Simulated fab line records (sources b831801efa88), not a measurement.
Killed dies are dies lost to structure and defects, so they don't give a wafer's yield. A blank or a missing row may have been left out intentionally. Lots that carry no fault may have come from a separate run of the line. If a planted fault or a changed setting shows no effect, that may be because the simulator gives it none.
Shared-tool check + flow gf180mcu + Lots sampled 11, wafers sampled 42

## WHAT PROMPTED THE OPENING
Of 11 lots, 3 have the reading HV_LDD_CVD_56_THK flagged at GF_HV_LDD_THK_MEAS_57. Fault-free wafers read 89.9 nm, with a standard deviation of 1.
Rule: a lot gets a flag if all its wafers with a number sit over 4 standard deviations from that mean, or if no wafer of it has a number. The other lots count as sound.

| lot  | measured     | on            | HV_LDD_CVD_56_THK (nm), wafer by wafer | flag    |
|------|--------------|---------------|----------------------------------------|---------|
| L121 | day 12 09:49 | film metro-04 | 89.3 90.0 89.9                         |         |
| L123 | day 12 22:43 | film metro-03 | 89.0 90.1 90.0                         |         |
| L124 | day 13 11:59 | film metro-03 | 88.7 88.9 88.6                         |         |
| L127 | day 14 12:01 | film metro-03 | 91.2 90.0 90.4                         |         |
| L130 | day 15 10:56 | film metro-04 | 89.7 89.8 90.0                         |         |
| L132 | day 16 06:58 | film metro-03 | 88.2 88.3 88.9                         |         |
| L134 | day 17 02:28 | film metro-03 | 89.8 90.5 89.5                         |         |
| L138 | day 18 09:11 | film metro-01 | 72.2 72.3 71.6 72.2 72.4 71.6          | FLAGGED |
| L139 | day 18 16:34 | film metro-03 | 72.0 71.7 72.2 72.0 71.7 72.2          | FLAGGED |
| L140 | day 18 21:14 | film metro-04 | 89.5 89.8 89.9                         |         |
| L141 | day 19 02:56 | film metro-03 | 73.2 72.6 72.9 73.2 72.6 72.9          | FLAGGED |
The numbers of the flagged lots are 72.3 nm on average: -17.6 nm against the usual, or -18 standard deviations.

## LOT BY LOT: THE TOOL USED
2 process steps preceding the reading are held in the record, out of 602 steps in the route. Every cell lists first the tool, next ch and the chambers used by the sampled wafers, and last the start.
| lot  | flag    | GF_HV_LDD_STRIP_22                   | GF_HV_LDD_CVD_56            |
|------|---------|--------------------------------------|-----------------------------|
| L121 |         | plasma asher-04 ch 0,1, day 10 16:51 | lpcvd-01 ch 1, day 12 08:23 |
| L123 |         | plasma asher-01 ch 0,1, day 11 05:42 | lpcvd-02 ch 1, day 12 21:17 |
| L124 |         | plasma asher-04 ch 0,1, day 11 15:57 | lpcvd-01 ch 1, day 13 10:34 |
| L127 |         | plasma asher-04 ch 0,1, day 12 16:01 | lpcvd-02 ch 0, day 14 10:35 |
| L130 |         | plasma asher-02 ch 0,1, day 13 13:32 | lpcvd-01 ch 1, day 15 09:29 |
| L132 |         | plasma asher-04 ch 0,1, day 14 08:40 | lpcvd-01 ch 0, day 16 05:32 |
| L134 |         | plasma asher-04 ch 0,1, day 15 02:58 | lpcvd-02 ch 1, day 17 01:02 |
| L138 | FLAGGED | plasma asher-01 ch 0,1, day 16 07:00 | lpcvd-02 ch 0, day 18 07:02 |
| L139 | FLAGGED | plasma asher-01 ch 0,1, day 16 14:17 | lpcvd-02 ch 1, day 18 15:06 |
| L140 |         | plasma asher-04 ch 0,1, day 16 19:31 | lpcvd-01 ch 1, day 18 19:48 |
| L141 | FLAGGED | plasma asher-02 ch 0,1, day 17 01:08 | lpcvd-02 ch 1, day 19 01:29 |
What the steps here do:
- GF_HV_LDD_STRIP_22: strips in O2/N2.
- GF_HV_LDD_CVD_56: deposits Si3N4 from DCS/NH3, target thk 90 nm, time 1543 s.
- GF_HV_LDD_THK_MEAS_57

## FLAGGED AGAINST TOTAL, ONE TOOL AT A TIME (gauges that did the reading follow at the end)
| step                  | tool            | lots run | flagged | share of the flagged lots | sound lots run after its first flagged lot |
|-----------------------|-----------------|----------|---------|---------------------------|--------------------------------------------|
| GF_HV_LDD_STRIP_22    | plasma asher-01 | 3        | 2       | some                      | 0                                          |
| GF_HV_LDD_STRIP_22    | plasma asher-02 | 2        | 1       | some                      | 0                                          |
| GF_HV_LDD_STRIP_22    | plasma asher-04 | 6        | 0       | none                      | -                                          |
| GF_HV_LDD_CVD_56      | lpcvd-01        | 5        | 0       | none                      | -                                          |
| GF_HV_LDD_CVD_56      | lpcvd-02        | 6        | 3       | all                       | 0                                          |
| GF_HV_LDD_THK_MEAS_57 | film metro-01   | 1        | 1       | some                      | 0                                          |
| GF_HV_LDD_THK_MEAS_57 | film metro-03   | 7        | 2       | some                      | 0                                          |
| GF_HV_LDD_THK_MEAS_57 | film metro-04   | 3        | 0       | none                      | -                                          |

## THE TABLE: WHAT IT ALLOWS
1 row of the table ran every flagged lot: lpcvd-02 at GF_HV_LDD_CVD_56.
- lpcvd-02 at GF_HV_LDD_CVD_56: 3 of its 6 lots flagged. A fault beginning between L134 (day 17 01:02), its last sound lot, and L138 (day 18 07:02), its first flagged one, fits the data. Its own readings (spike tc centre C, spike tc lower C, spike tc upper C, susceptor temp C) fall more than 4 standard deviations out on all wafers of the flagged lots.
lpcvd-02 at GF_HV_LDD_CVD_56 is the single tool remaining.

## WHAT THE SIMULATOR PUT IN
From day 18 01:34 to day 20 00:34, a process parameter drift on lpcvd-02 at GF_HV_LDD_CVD_56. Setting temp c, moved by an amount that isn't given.
Lots struck among those shown: L138, L139, L141. Same finding as the rule above.
